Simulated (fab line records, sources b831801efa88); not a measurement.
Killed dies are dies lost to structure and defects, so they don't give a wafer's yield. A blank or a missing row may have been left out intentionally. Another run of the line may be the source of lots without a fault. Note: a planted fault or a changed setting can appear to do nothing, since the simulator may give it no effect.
Struck lot and sound lot, side by side ; flow gf180mcu ; 41 out of 602 route steps
Sound: wafers L478.1, L478.3, L478.6. The struck wafers were L477.2, L477.5. The cause comes at the end.
Order at every step that has rows: each side's tool, ch and its chambers, its first start. Under that, the readings that differ: sound wafers ; struck wafers ; difference of the means ; sigmas: that difference in standard deviations of wafers without a fault.
alike: a reading whose means differ by less than 2 such deviations, as well as words and numbers matching on both sides. not compared: withheld readings; readings where some wafer has no value; bounds like >300 that might hide an equal value; numbers whose values overlap and for which the record gives no deviation.
The two part at a step that has a row with sigmas, a row that says differs or no value, or rows on one side only. Non-overlapping numbers with no deviation appear without sigmas and do not part them. A reading that every wafer of one side lacks parts them only if that side has two wafers or more.

GF_V4_RS_MEAS_24: measures by four-point-probe.
  sound on film-metro-01 at day 30 19:59; struck on film-metro-01 at day 30 14:45
  alike: V4_W_RS
GF_V4_THK_MEAS_25: measures by xrf.
  sound on film-metro-01 at day 30 20:06; struck on film-metro-01 at day 30 14:52
  alike: V4_W_THK
GF_V4_CMP_26: polishes, stops on SiO2, t overpolish 15 s, target thk 0 nm.
  sound on cmp-02 ch 0,1,3, day 30 20:13; struck on cmp-02 ch 1, day 30 14:55
  alike: motor-current-A, overpolish-run-s, platen-rpm, time-to-endpoint-s
then, 6 steps without rows for these wafers: GF_MIM_SPUTTER_00 (material Ti, target thk 37.5 nm, time 150 s); GF_MIM_SPUTTER_01 (material TiN, target thk 30 nm, time 25 s); GF_MIM_SPUTTER_02 (material AlCu, target thk 450 nm, time 23.9 s); GF_MIM_SPUTTER_03 (material Ti, target thk 10 nm, time 6.7 s); GF_MIM_SPUTTER_04 (material TiN, target thk 50 nm, time 41.7 s); GF_MIM_CVD_05 (deposits Si3N4, target thk 42 nm, time 29.086 s).
GF_MIM_THK_MEAS_06:
  sound on film-metro-01 at day 30 20:43; struck on film-metro-02 at day 30 15:28
  alike: MIM_CVD_05_THK
GF_MIM_SPUTTER_07: material TiN, target thk 60 nm, time 50 s.
  sound on pvd-sputter-03 at day 30 20:46; struck on pvd-sputter-04 at day 30 15:31
reading;sound;struck;difference;sigmas
throttle-valve-pct (%);29.4 29.5 30.9;27.4 27.6;-2.4;-2
then, 1 step without rows for these wafers: GF_MIM_SPUTTER_08 (material AlCu, target thk 200 nm, time 10.6 s).
GF_MIM_SPUTTER_09: material TiN, target thk 35 nm, time 29.2 s.
  sound on pvd-sputter-03 at day 30 20:50; struck on pvd-sputter-04 at day 30 15:35
reading;sound;struck;difference;sigmas
throttle-valve-pct (%);29.6 29.3 30.8;27.6 27.2;-2.5;-2
model.TiN_of_MIM_SPUTTER_09.thk-nm (nm);35.03 35.19 35.5;31.43 31.43;-3.81;
GF_MIM_RS_MEAS_10: measures by four-point-probe.
  sound on film-metro-02 at day 30 20:52; struck on film-metro-03 at day 30 15:38
  alike: MIM_ALCU_RS
GF_MIM_THK_MEAS_11: measures by xrf.
  sound on film-metro-02 at day 30 20:59; struck on film-metro-03 at day 30 15:45
  alike: MIM_ALCU_THK
then, 7 steps without rows for these wafers: GF_MIM_DEHYDRATE_12 (time 60 s); GF_MIM_HMDS_13 (prime time 60 s); GF_MIM_COAT_14 (resist thk 1000 nm); GF_MIM_SOFTBAKE_15 (time 60 s); GF_MIM_EXPOSE_16 (exposes mask FuseTop, target cd 2000 nm); GF_MIM_PEB_17; GF_MIM_DEVELOP_18 (develop time 60 s).
GF_MIM_METAL_ETCH_19: etches the open film in Cl2/BCl3, stops on Si3N4, target depth 324.5 nm, time 54.1 s.
  sound on rie-metal-04 ch 1, day 31 14:19; struck on rie-metal-01 ch 0,1, day 31 08:57
  alike: drypump-motor-current-A, he-backside-leak-sccm, oes-product-au, throttle-valve-pct
  not compared: rf-hours-counter-h
then, 10 steps without rows for these wafers: GF_MIM_STRIP_20 (strips in O2/N2); GF_MIM_STRIP_21 (strips in post etch residue remover, time 1200 s); GF_MIM_CLEAN_22 (cleans in DIW); GF_M5_DEHYDRATE_00 (time 60 s); GF_M5_HMDS_01 (prime time 60 s); GF_M5_COAT_02 (resist thk 1000 nm); GF_M5_SOFTBAKE_03 (time 60 s); GF_M5_EXPOSE_04 (exposes mask Metal5, target cd 280 nm); GF_M5_PEB_05 (peb time 90 s); GF_M5_DEVELOP_06 (develop time 60 s).
GF_M5_CD_MEAS_07 targets a cd of 280 nm.
  sound on cd-sem-02 at day 32 08:16; struck on cd-sem-02 at day 32 03:12
  alike: cd-nm
GF_M5_OVL_MEAS_08:
  sound on overlay-02 at day 32 08:23; struck on overlay-02 at day 32 03:19
reading;sound;struck;difference;sigmas
M5_OVL (nm);4 -9 -5;13 7;+13;+2
GF_M5_ETCH_09: etches Si3N4 in CF4/O2, target depth 52 nm, time 11.6 s.
  sound on rie-diel-04 ch 1,2,3, day 32 08:25; struck on rie-diel-01 ch 0,2, day 32 03:20
  alike: drypump-motor-current-A, oes-product-au, throttle-valve-pct
  not compared: rf-hours-counter-h
GF_M5_METAL_ETCH_10: etches the open film in Cl2/BCl3, stops on SiO2, target depth 750.8 nm, time 125.1 s.
  sound on rie-metal-02 ch 0,1, day 32 08:26; struck on rie-metal-02 ch 0,1, day 32 03:22
  alike: drypump-motor-current-A, he-backside-leak-sccm, oes-product-au, throttle-valve-pct
  not compared: rf-hours-counter-h
then, 1 step without rows for these wafers: GF_M5_STRIP_11 (strips in O2/N2).
GF_M5_STRIP_12: strips in post etch residue remover, time 1200 s.
  sound on wet-bench-03 ch 2, day 32 08:40; struck on wet-bench-03 ch 2, day 32 03:35
reading;sound;struck;difference;sigmas
model.TiN_of_MIM_SPUTTER_09.thk-nm (nm);34.2 34.36 34.67;30.59 30.58;-3.83;
then, 1 step without rows for these wafers: GF_M5_CLEAN_13 (cleans in DIW).
-- the record jumps here: 2 days lie between the struck wafers' starts before and after (it left off in module M5 and takes up again in module PASSIVATION, whose first step shown is number 602 of the route) --
GF_PASSIVATION_PROBE_99:
  record: rows for the struck wafers here (prober-02, day 34 10:03), none for the sound ones

## WHERE THEY PART
First at GF_MIM_SPUTTER_07; last, within this record, at GF_PASSIVATION_PROBE_99.

WHY: the cause the simulator had injected
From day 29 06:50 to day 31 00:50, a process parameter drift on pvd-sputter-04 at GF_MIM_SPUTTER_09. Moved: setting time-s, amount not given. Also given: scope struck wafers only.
